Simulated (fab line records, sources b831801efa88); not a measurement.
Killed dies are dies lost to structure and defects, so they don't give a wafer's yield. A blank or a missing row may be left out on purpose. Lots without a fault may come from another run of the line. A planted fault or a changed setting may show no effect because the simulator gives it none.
Split-lot experiment | flow gf180mcu | 5 lots, 23 wafers read, on a route of 602 steps

THE SPLIT
At GF_V1_CVD_00 (deposits SiO2, target thk 600 nm, time 100 s), the setting sih4_flow_sccm was moved away from the recipe's 60 sccm on 8 of the 23 wafers read, by -6.9% to +14.8%. The other wafers ran this setting at the recipe's value.

The file shows no step between the split and the reading.

THE READING
V1_CVD_00_THK, in nm, at GF_V1_THK_MEAS_01. Fault-free wafers of this fab line usually give 599 nm, standard deviation 6.5 nm.

wafer  | tool, chamber at the split | sih4_flow_sccm as run, sccm | against the recipe | V1_CVD_00_THK, nm | against lot-mates on the recipe
L074.2 | hdpcvd-02, 1               | 60                          | recipe             | 593               | -
L074.3 | hdpcvd-02, 2               | 60                          | recipe             | 604               | -
L074.4 | hdpcvd-02, 1               | 60                          | recipe             | 595               | -
L074.5 | hdpcvd-02, 2               | 60                          | recipe             | 602               | -
L074.6 | hdpcvd-02, 0               | 60                          | recipe             | 594               | -
L078.1 | hdpcvd-02, 1               | 68.9                        | +14.8%             | 692               | +93
L078.2 | hdpcvd-02, 2               | 60                          | recipe             | 599               | -
L078.4 | hdpcvd-02, 2               | 68.9                        | +14.8%             | 689               | +90
L078.5 | hdpcvd-02, 0               | 68.9                        | +14.8%             | 691               | +92
L078.6 | hdpcvd-02, 1               | 60                          | recipe             | 599               | -
L082.2 | hdpcvd-02, 0               | 60                          | recipe             | 596               | -
L082.3 | hdpcvd-02, 2               | 60                          | recipe             | 601               | -
L082.4 | hdpcvd-02, 1               | 60                          | recipe             | 597               | -
L084.1 | hdpcvd-01, 1               | 60                          | recipe             | 606               | -
L084.2 | hdpcvd-01, 2               | 60                          | recipe             | 607               | -
L084.3 | hdpcvd-01, 1               | 64.95                       | +8.3%              | 660               | +51
L084.4 | hdpcvd-01, 2               | 64.95                       | +8.3%              | 652               | +43
L084.6 | hdpcvd-01, 1               | 60                          | recipe             | 614               | -
L085.1 | hdpcvd-02, 2               | 55.84                       | -6.9%              | 560               | -34
L085.3 | hdpcvd-02, 0               | 60                          | recipe             | 595               | -
L085.4 | hdpcvd-02, 2               | 60                          | recipe             | 594               | -
L085.5 | hdpcvd-02, 0               | 55.84                       | -6.9%              | 552               | -42
L085.6 | hdpcvd-02, 1               | 55.84                       | -6.9%              | 554               | -40

THE FIT
A straight line over all 23 wafers: V1_CVD_00_THK changes by +6.27 nm for each +1% of sih4_flow_sccm; r = +0.99; the points scatter about the line by 5.5 nm.
The same after taking each lot's own level away (the mean of its wafers on the recipe; 23 wafers): +6.01 nm for each +1%; r = +1.00; scatter 3.6 nm.
On that fit, the largest move of sih4_flow_sccm shifts the reading by 89 nm.
The lots' own levels span 594.5 to 609.0 nm, that is 2.2 times the standard deviation above.
So the lot-to-lot level changes the slope little: the two slopes agree.
Check: with one of the wafers moved furthest among these (+14.8%) left out of the fit, the line predicts +88.5 nm for it against its lot-mates. It came out at +93 nm against them.

OTHER SPLITS ON THESE WAFERS
These wafers also went through other splits before the reading. Each is held against what the fit with the lots' levels taken away leaves over:
other split on the same wafers       | wafers away from the commonest value | r with V1_CVD_00_THK (lot level and that fit taken away)
GF_SAB_ETCH_11 time_s                | 11                                   | +0.19
GF_SALICIDE_SPUTTER_03 time_s        | 6                                    | -0.27
GF_CONTACT_CMP_04 leave_above_ref_nm | 8                                    | +0.23
GF_CONTACT_DEVELOP_13 dev_temp_c     | 7                                    | -0.26
GF_M1_SPUTTER_03 time_s              | 10                                   | +0.17

THE WHOLE CHAIN: every reading that the file lists as answering this split, in the file's order
step              | what it does                                 | reading                                                                   | change (the file's fit)           | r (the file's)
GF_V1_CVD_00      | deposits SiO2, target thk 600 nm, time 100 s | SiO2_of_V1_CVD_00.thk_nm (the simulator's own value, which no gauge read) | +6 nm for each +1% of the setting | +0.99
GF_V1_THK_MEAS_01 |                                              | V1_CVD_00_THK                                                             | +5.99 for each +1% of the setting | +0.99

THE FILE'S OWN FIT
V1_CVD_00_THK changes by +5.99 nm for each +1% of sih4_flow_sccm, r = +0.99.
